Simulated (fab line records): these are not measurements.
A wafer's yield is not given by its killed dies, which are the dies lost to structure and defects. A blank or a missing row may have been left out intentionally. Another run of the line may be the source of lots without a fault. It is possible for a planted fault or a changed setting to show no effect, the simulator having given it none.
Which tool was responsible? || flow sfq_line || 42 wafers from 15 lots sampled at 3 of the route's 325 steps

WHAT THE GAUGES READ, wafer by wafer
SFQ_M0_OVL_MEAS_906.
{"lot": "L481", "measured": "day 11 12:13", "on": "overlay-01", "M0_OVL (nm)": "6 2 -1"}
{"lot": "L484", "measured": "day 12 05:09", "on": "overlay-01", "M0_OVL (nm)": "-4 0 -1"}
{"lot": "L485", "measured": "day 12 21:29", "on": "overlay-02", "M0_OVL (nm)": "0 -9 1"}
{"lot": "L486", "measured": "day 13 09:29", "on": "overlay-02", "M0_OVL (nm)": "3 -2 -2"}
{"lot": "L487", "measured": "day 13 15:29", "on": "overlay-01", "M0_OVL (nm)": "-8 -2 -3"}
{"lot": "L488", "measured": "day 13 22:41", "on": "overlay-02", "M0_OVL (nm)": "1 0 0"}
{"lot": "L489", "measured": "day 14 03:29", "on": "overlay-01", "M0_OVL (nm)": "5 8 9"}
{"lot": "L490", "measured": "day 14 15:30", "on": "overlay-01", "M0_OVL (nm)": "8 1 4"}
{"lot": "L492", "measured": "day 15 07:05", "on": "overlay-01", "M0_OVL (nm)": "5 9 2"}
{"lot": "L494", "measured": "day 15 22:49", "on": "overlay-01", "M0_OVL (nm)": "1 -4 -7"}
{"lot": "L496", "measured": "day 16 21:16", "on": "overlay-02", "M0_OVL (nm)": "-4 -1"}
{"lot": "L498", "measured": "day 17 15:23", "on": "overlay-01", "M0_OVL (nm)": "-5 -6"}
{"lot": "L501", "measured": "day 18 16:43", "on": "overlay-01", "M0_OVL (nm)": "-13 -15"}
{"lot": "L502", "measured": "day 18 23:55", "on": "overlay-01", "M0_OVL (nm)": "-9 -8 -9"}
{"lot": "L503", "measured": "day 19 07:14", "on": "overlay-01", "M0_OVL (nm)": "7 3 8"}

SFQ_I1_OVL_MEAS_913.
{"lot": "L481", "measured": "day 29 23:23", "on": "overlay-01", "I1_OVL (nm)": "3 -3 -4"}
{"lot": "L484", "measured": "day 30 16:12", "on": "overlay-01", "I1_OVL (nm)": "1 3 1"}
{"lot": "L485", "measured": "day 31 04:11", "on": "overlay-02", "I1_OVL (nm)": "-4 3 3"}
{"lot": "L486", "measured": "day 31 18:43", "on": "overlay-02", "I1_OVL (nm)": "-5 -5 -12"}
{"lot": "L487", "measured": "day 31 22:19", "on": "overlay-02", "I1_OVL (nm)": "-6 1 -6"}
{"lot": "L488", "measured": "day 32 23:44", "on": "overlay-01", "I1_OVL (nm)": "-4 -5 -10"}
{"lot": "L489", "measured": "day 33 03:20", "on": "overlay-01", "I1_OVL (nm)": "1 -1 -7"}
{"lot": "L490", "measured": "day 33 09:28", "on": "overlay-01", "I1_OVL (nm)": "-4 3 -6"}
{"lot": "L492", "measured": "day 33 13:04", "on": "overlay-01", "I1_OVL (nm)": "-4 -8 -9"}
{"lot": "L494", "measured": "day 33 19:12", "on": "overlay-02", "I1_OVL (nm)": "-3 -3 -6"}
{"lot": "L496", "measured": "day 34 00:00", "on": "overlay-02", "I1_OVL (nm)": "-2 2"}
{"lot": "L498", "measured": "day 34 02:23", "on": "overlay-02", "I1_OVL (nm)": "-13 -11"}
{"lot": "L501", "measured": "day 34 07:11", "on": "overlay-01", "I1_OVL (nm)": "-9 -3"}
{"lot": "L502", "measured": "day 34 08:23", "on": "overlay-01", "I1_OVL (nm)": "-1 4 0"}
{"lot": "L503", "measured": "day 34 10:47", "on": "overlay-01", "I1_OVL (nm)": "-4 3 5"}

WHAT TOOL EACH LOT RAN ON (gives the tool, then ch and the chambers of the sampled wafers, and finally the start)
{"lot": "L481", "SFQ_TRILAYER_M0_BARC_OPEN_METAL_ETCH_031": "rie_metal-02 ch 0, day 11 12:15"}
{"lot": "L484", "SFQ_TRILAYER_M0_BARC_OPEN_METAL_ETCH_031": "rie_metal-02 ch 0,1, day 12 05:11"}
{"lot": "L485", "SFQ_TRILAYER_M0_BARC_OPEN_METAL_ETCH_031": "rie_metal-02 ch 0,1, day 12 21:31"}
{"lot": "L486", "SFQ_TRILAYER_M0_BARC_OPEN_METAL_ETCH_031": "rie_metal-02 ch 0,1, day 13 09:31"}
{"lot": "L487", "SFQ_TRILAYER_M0_BARC_OPEN_METAL_ETCH_031": "rie_metal-03 ch 0,1, day 13 15:31"}
{"lot": "L488", "SFQ_TRILAYER_M0_BARC_OPEN_METAL_ETCH_031": "rie_metal-02 ch 0,1, day 13 22:43"}
{"lot": "L489", "SFQ_TRILAYER_M0_BARC_OPEN_METAL_ETCH_031": "rie_metal-03 ch 0,1, day 14 03:31"}
{"lot": "L490", "SFQ_TRILAYER_M0_BARC_OPEN_METAL_ETCH_031": "rie_metal-02 ch 0,1, day 14 15:32"}
{"lot": "L492", "SFQ_TRILAYER_M0_BARC_OPEN_METAL_ETCH_031": "rie_metal-01 ch 0,1, day 15 07:07"}
{"lot": "L494", "SFQ_TRILAYER_M0_BARC_OPEN_METAL_ETCH_031": "rie_metal-02 ch 0,1, day 15 22:51"}
{"lot": "L496", "SFQ_TRILAYER_M0_BARC_OPEN_METAL_ETCH_031": "rie_metal-02 ch 0,1, day 16 21:19"}
{"lot": "L498", "SFQ_TRILAYER_M0_BARC_OPEN_METAL_ETCH_031": "rie_metal-01 ch 0, day 17 15:25"}
{"lot": "L501", "SFQ_TRILAYER_M0_BARC_OPEN_METAL_ETCH_031": "rie_metal-03 ch 0,1, day 18 16:44"}
{"lot": "L502", "SFQ_TRILAYER_M0_BARC_OPEN_METAL_ETCH_031": "rie_metal-01 ch 0,1, day 18 23:56"}
{"lot": "L503", "SFQ_TRILAYER_M0_BARC_OPEN_METAL_ETCH_031": "rie_metal-03 ch 0,1, day 19 07:16"}
- SFQ_TRILAYER_M0_BARC_OPEN_METAL_ETCH_031: etches BARC in O2, target depth 125 nm, time 41.7 s.

AS READ BY THE TOOLS THEMSELVES (means over the sampled wafers that have a number; for cases with no such wafer, the mark the record gives instead)
SFQ_TRILAYER_M0_BARC_OPEN_METAL_ETCH_031.
{"lot": "L481", "tool": "rie_metal-02", "drypump_motor_current_A (A)": 6.26, "oes_product_au (a.u.)": 0.682, "run_length_s (s)": 70.1}
{"lot": "L484", "tool": "rie_metal-02", "drypump_motor_current_A (A)": 6.17, "oes_product_au (a.u.)": 0.684, "run_length_s (s)": 70.0}
{"lot": "L485", "tool": "rie_metal-02", "drypump_motor_current_A (A)": 6.02, "oes_product_au (a.u.)": 0.684, "run_length_s (s)": 70.1}
{"lot": "L486", "tool": "rie_metal-02", "drypump_motor_current_A (A)": 6.12, "oes_product_au (a.u.)": 0.676, "run_length_s (s)": 70.0}
{"lot": "L487", "tool": "rie_metal-03", "drypump_motor_current_A (A)": 6.02, "oes_product_au (a.u.)": 0.681, "run_length_s (s)": 70.1}
{"lot": "L488", "tool": "rie_metal-02", "drypump_motor_current_A (A)": 6.14, "oes_product_au (a.u.)": 0.687, "run_length_s (s)": 70.0}
{"lot": "L489", "tool": "rie_metal-03", "drypump_motor_current_A (A)": 6.30, "oes_product_au (a.u.)": 0.685, "run_length_s (s)": 69.8}
{"lot": "L490", "tool": "rie_metal-02", "drypump_motor_current_A (A)": 6.12, "oes_product_au (a.u.)": 0.685, "run_length_s (s)": 70.0}
{"lot": "L492", "tool": "rie_metal-01", "drypump_motor_current_A (A)": 5.98, "oes_product_au (a.u.)": 0.681, "run_length_s (s)": 69.9}
{"lot": "L494", "tool": "rie_metal-02", "drypump_motor_current_A (A)": 6.12, "oes_product_au (a.u.)": 0.687, "run_length_s (s)": 70.0}
{"lot": "L496", "tool": "rie_metal-02", "drypump_motor_current_A (A)": 6.05, "oes_product_au (a.u.)": 0.686, "run_length_s (s)": 70.0}
{"lot": "L498", "tool": "rie_metal-01", "drypump_motor_current_A (A)": 5.92, "oes_product_au (a.u.)": 0.684, "run_length_s (s)": 69.8}
{"lot": "L501", "tool": "rie_metal-03", "drypump_motor_current_A (A)": 6.17, "oes_product_au (a.u.)": 0.690, "run_length_s (s)": 69.8}
{"lot": "L502", "tool": "rie_metal-01", "drypump_motor_current_A (A)": 6.04, "oes_product_au (a.u.)": 0.684, "run_length_s (s)": 69.9}
{"lot": "L503", "tool": "rie_metal-03", "drypump_motor_current_A (A)": 6.30, "oes_product_au (a.u.)": 0.686, "run_length_s (s)": 69.5}

THE ANSWER, worked out from the rows above alone
Rule: what is usual is taken from the lots themselves. Put in order of their means at a reading, lots are off if they are a third of the lots or fewer, leave a main group of 4 or more, and stand apart from it by a gap of 3 or more times the standard deviation of the main group's means; of several such gaps the widest counts. A main group whose means are all the same, to the digits that the tables above print for the reading, isn't used. A lot without any number at a reading at which 4 lots or more have one is off too. Any other lot the step has rows for is counted as sound. Order of review: gauges by route order, followed by the tools' own readings, for which a lot's mean as printed above is used. At the first step where some lot is off, the reading lying furthest off is the one used; lots without a number count as furthest.
Nothing can be told from this: no lot is off at any reading shown.

WHAT THE SIMULATOR HAD PUT IN
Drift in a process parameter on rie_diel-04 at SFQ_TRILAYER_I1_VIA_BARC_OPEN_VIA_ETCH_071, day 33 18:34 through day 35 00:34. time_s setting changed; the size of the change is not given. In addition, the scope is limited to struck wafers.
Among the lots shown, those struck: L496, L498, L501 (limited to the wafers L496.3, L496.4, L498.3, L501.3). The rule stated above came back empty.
